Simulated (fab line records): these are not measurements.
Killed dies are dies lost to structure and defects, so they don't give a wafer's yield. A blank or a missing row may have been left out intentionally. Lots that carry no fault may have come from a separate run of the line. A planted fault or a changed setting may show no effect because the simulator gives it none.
A struck lot beside a sound one    flow sfq line    28 steps out of a route of 325
Sound: the wafers L255.1, L255.2, L255.6. Struck: wafer L262.2; the same lot's L262.5 was not struck, so it is left out; see the end for the cause.
Order at every step that has rows: each side's tool, ch and its chambers, its first start. Under that, the readings that differ: sound wafers    struck wafers    difference of the means    sigmas: that difference in standard deviations of wafers without a fault.
alike: readings whose means differ by less than 2 such deviations, and words and numbers that are the same on both sides. not compared: withheld readings, readings that some wafer has no value for, bounds like >300 that may hide the same value, and numbers for which the record gives no deviation and whose values overlap.
A row with sigmas, a row that says differs or no value, or rows on one side alone: a step with any of these is where the two part. Numbers that have no deviation but don't overlap get no sigmas and don't part them. Lack of a reading on every wafer of one side parts them only where that side has two or more wafers.

first, 6 steps without rows for these wafers: SFQ_TRILAYER_M3_LITHO_COAT_080 (resist thk 62 nm); SFQ_TRILAYER_M3_LITHO_COAT_075 (resist thk 600 nm); SFQ_TRILAYER_M3_LITHO_SOFTBAKE_079; SFQ_TRILAYER_M3_LITHO_EXPOSE_076 (exposes mask M3, target cd 500 nm); SFQ_TRILAYER_M3_LITHO_PEB_078 (peb time 60 s); SFQ_TRILAYER_M3_LITHO_DEVELOP_077 (time 60 s).
SFQ_M3_OVL_MEAS_921:
  sound: overlay-01 at day 51 12:23; struck: overlay-02 at day 52 05:12
  alike: M3_OVL
SFQ_TRILAYER_M3_BARC_OPEN_METAL_ETCH_100: etches BARC in O2, target depth 125 nm, time 41.7 s.
  sound on rie metal-04 ch 0,1, day 51 12:26; struck on rie metal-02 ch 0, day 52 05:14
  alike: drypump motor current A, oes product au
  not compared: rf hours counter h
SFQ_TRILAYER_M3_ETCH_METAL_ETCH_078: etches Nb in Cl2/Ar, stops on SiO2, target depth 240 nm, time 120 s.
  sound on rie metal-04 ch 0,1, day 51 12:29; struck on rie metal-02 ch 0, day 52 05:17
  alike: drypump motor current A, oes product au
  not compared: rf hours counter h
then, 2 steps without rows for these wafers: SFQ_TRILAYER_M3_STRIP_STRIP_079 (strips in O2); SFQ_TRILAYER_M3_STRIP_SOLV_CLEAN_080 (cleans in NMP, time 600 s).
SFQ_TRILAYER_I3_DEP_PECVD_081: deposits SiO2 from SiH4/N2O, time 111.11 s, target thk 500 nm.
  sound on pecvd-02 ch 1,2, day 51 13:23; struck on pecvd-01 ch 1, day 52 06:11
  alike: chamber pressure Torr, heater power w, showerhead vpp V, susceptor temp C, throttle valve pct
SFQ_TRILAYER_I3_CMP_CMP_082: polishes SiO2.
  sound on cmp-01 ch 0,2, day 51 23:48; struck on cmp-01 ch 2, day 52 19:26
reading                                              sound              struck  difference  sigmas
time to endpoint s (s)                               222 219 227        195     -28         -4
model.SiO2_of_TRILAYER_I3_DEP_PECVD_081.thk nm (nm)  200.7 199.6 198.7  220.3   +20.6       
  alike: motor current A, slurry filter dp kPa
SFQ_I3_BOW_MEAS_922:
  sound: film metro-01 at day 52 02:48; struck: film metro-01 at day 52 20:57
  alike: I3_BOW
SFQ_TRILAYER_I3_METRO_MEASURE_083:
  sound: film metro-01 at day 52 02:55; struck: film metro-01 at day 52 21:15
reading      sound              struck  difference  sigmas
thk nm (nm)  200.7 199.5 198.8  220.3   +20.6       +19
then, 6 steps without rows for these wafers: SFQ_TRILAYER_I3_VIA_LITHO_COAT_090 (resist thk 62 nm); SFQ_TRILAYER_I3_VIA_LITHO_COAT_085 (resist thk 650 nm); SFQ_TRILAYER_I3_VIA_LITHO_SOFTBAKE_089; SFQ_TRILAYER_I3_VIA_LITHO_EXPOSE_086 (exposes mask I3, target cd 500 nm); SFQ_TRILAYER_I3_VIA_LITHO_PEB_088 (peb time 60 s); SFQ_TRILAYER_I3_VIA_LITHO_DEVELOP_087 (time 60 s).
-- the record jumps here: 4 days lie between the struck wafers' starts before and after --
SFQ_I3_OVL_MEAS_923:
  sound: overlay-02 at day 56 16:44; struck: overlay-01 at day 57 07:08
  alike: I3_OVL
SFQ_TRILAYER_I3_VIA_BARC_OPEN_VIA_ETCH_121: etches BARC in O2, target depth 125 nm, time 41.7 s.
  sound on rie diel-03 ch 0,1,2, day 56 16:46; struck on rie diel-02 ch 1, day 57 07:10
  alike: drypump motor current A, oes product au
  not compared: rf hours counter h
SFQ_TRILAYER_I3_VIA_ETCH_VIA_ETCH_088: etches SiO2 in CHF3, stops on Nb, target depth 260 nm.
  sound on rie diel-03 ch 0,1,2, day 56 16:49; struck on rie diel-02 ch 1, day 57 07:13
reading                         sound              struck  difference  sigmas
oes product au (a.u.)           0.858 0.855 0.860  0.904   +0.046      +9
model.I3.feature depth nm (nm)  200.7 199.6 198.7  220.3   +20.6       
model.etch.depth nm (nm)        200.7 199.6 198.7  220.3   +20.6       
  alike: drypump motor current A
SFQ_TRILAYER_I3_VIA_STRIP_STRIP_089: strips in O2.
  sound on rie metal-04 ch 0,1, day 56 16:55; struck on rie metal-04 ch 1, day 57 07:19
  alike: drypump motor current A, oes product au
  not compared: rf hours counter h
then, 1 step without rows for these wafers: SFQ_TRILAYER_I3_VIA_STRIP_SOLV_CLEAN_090 (cleans in NMP, time 600 s).
SFQ_TRILAYER_M4_DEP_PRE_CLEAN_092: time 22.5 s.
  sound: pvd sputter-06 at day 56 17:42; struck: pvd sputter-05 at day 57 08:06
reading                                              sound              struck  difference  sigmas
model.SiO2_of_TRILAYER_I3_DEP_PECVD_081.thk nm (nm)  193.2 192.1 191.2  212.8   +20.6       
then, 1 step without rows for these wafers: SFQ_TRILAYER_M4_DEP_SPUTTER_091 (material Nb, target thk 200 nm, time 133.3 s).

== WHERE THEY PART ==
Last at SFQ_TRILAYER_I3_VIA_ETCH_VIA_ETCH_088 as far as this record goes, first at SFQ_TRILAYER_I3_CMP_CMP_082. Later steps at which nothing parts them and some readings are alike: SFQ_TRILAYER_I3_VIA_STRIP_STRIP_089.

WHY: the cause the simulator had injected
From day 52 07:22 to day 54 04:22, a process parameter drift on cmp-01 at SFQ_TRILAYER_I3_CMP_CMP_082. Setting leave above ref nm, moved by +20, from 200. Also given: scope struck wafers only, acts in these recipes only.
